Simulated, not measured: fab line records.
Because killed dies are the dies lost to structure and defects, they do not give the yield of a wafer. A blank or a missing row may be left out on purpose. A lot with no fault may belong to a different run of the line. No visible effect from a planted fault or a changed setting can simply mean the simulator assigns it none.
Struck lot and sound lot, side by side | flow sky130 | 14 steps out of a route of 708
Sound: these wafers, L185.3, L185.5, L185.6. Struck: wafers L178.2, L178.3, L178.4. At the end, the cause is stated.
At each step with rows: each side's tool, then ch and its chambers, then its first start. Under that, the readings that differ: sound wafers | struck wafers | difference of the means | sigmas: that difference in standard deviations of wafers without a fault.
alike: words and numbers the same on both sides, and readings whose means are apart by under 2 such deviations; not compared: readings that were withheld, readings missing a value for some wafer, numbers with overlapping values and no deviation given by the record, and bounds like >300 which may hide the same value.
A row with sigmas, a row that says differs or no value, or rows on one side alone: a step with any of these is where the two part. Numbers that have no deviation but don't overlap get no sigmas and don't part them. Lack of a reading on every wafer of one side parts them only where that side has two or more wafers.

first, 4 steps without rows for these wafers: SKY_CONTACT_STRIP_19 (strips in O2/N2); SKY_CONTACT_STRIP_20 (strips in post etch residue remover, time 1200 s); SKY_CONTACT_CLEAN_21 (cleans in IPA, time 180 s); SKY_CONTACT_CLEAN_22 (cleans in O3/DIW).
SKY_CONTACT_SPUTTER_23: material TiN, target thk 20 nm, time 80 s.
  sound on pvd-sputter-03, day 36 05:25; struck on pvd-sputter-04, day 34 00:14
  alike: cathode-dc-power-W, chamber-pressure-pa, throttle-valve-pct
SKY_CONTACT_CVD_24: deposits W, target thk 340 nm, time 102.12 s.
  sound on cvd-w-02 ch 0,1, day 36 05:31; struck on cvd-w-01 ch 0,1, day 34 00:17
  alike: heater-power-w
SKY_CONTACT_RS_MEAS_25: uses a four-point probe to measure.
  sound on film-metro-04, day 36 05:38; struck on film-metro-01, day 34 00:25
  reading               | sound             | struck            | difference | sigmas
  CONTACT_W_RS (ohm/sq) | 0.331 0.329 0.335 | 0.343 0.342 0.343 | +0.011     | +3
SKY_CONTACT_THK_MEAS_26: measures by xrf.
  sound on film-metro-04, day 36 05:44; struck on film-metro-01, day 34 00:32
  reading            | sound       | struck      | difference | sigmas
  CONTACT_W_THK (nm) | 366 369 360 | 349 344 347 | -18        | -3
SKY_CONTACT_CMP_27: polishes, stops on SiO2, t overpolish 15 s, target thk 0 nm.
  sound on cmp-01 ch 0,1,2, day 36 05:53; struck on cmp-01 ch 0,2,3, day 34 00:35
  alike: motor-current-A, overpolish-run-s, retaining-ring-pressure-frac, time-to-endpoint-s
SKY_METAL1_SPUTTER_00: material Ti, target thk 15 nm, time 10 s.
  sound on pvd-sputter-02, day 36 06:05; struck on pvd-sputter-03, day 34 00:53
  alike: cathode-dc-power-W, chamber-pressure-pa, throttle-valve-pct
SKY_METAL1_SPUTTER_01: material TiN, target thk 20 nm, time 16.7 s.
  sound on pvd-sputter-02, day 36 06:06; struck on pvd-sputter-03, day 34 00:54
  alike: cathode-dc-power-W, chamber-pressure-pa, throttle-valve-pct
then, 1 step without rows for these wafers: SKY_METAL1_SPUTTER_02 (material AlCu, target thk 250 nm, time 13.3 s).
SKY_METAL1_SPUTTER_03: material Ti, target thk 5 nm, time 3.3 s.
  sound on pvd-sputter-02, day 36 06:09; struck on pvd-sputter-03, day 34 00:57
  no value came back on the struck wafers for cathode-dc-power-W (W), chamber-pressure-pa (Pa), throttle-valve-pct (%); on the sound wafers cathode-dc-power-W (W) reads 3000.7 3001.0 2999.9
then, 1 step without rows for these wafers: SKY_METAL1_SPUTTER_04 (material TiN, target thk 70 nm, time 58.3 s).

== WHERE THEY PART ==
Earliest at SKY_CONTACT_RS_MEAS_25; latest, in this record, at SKY_METAL1_SPUTTER_03.

WHY: what had been put in by the simulator
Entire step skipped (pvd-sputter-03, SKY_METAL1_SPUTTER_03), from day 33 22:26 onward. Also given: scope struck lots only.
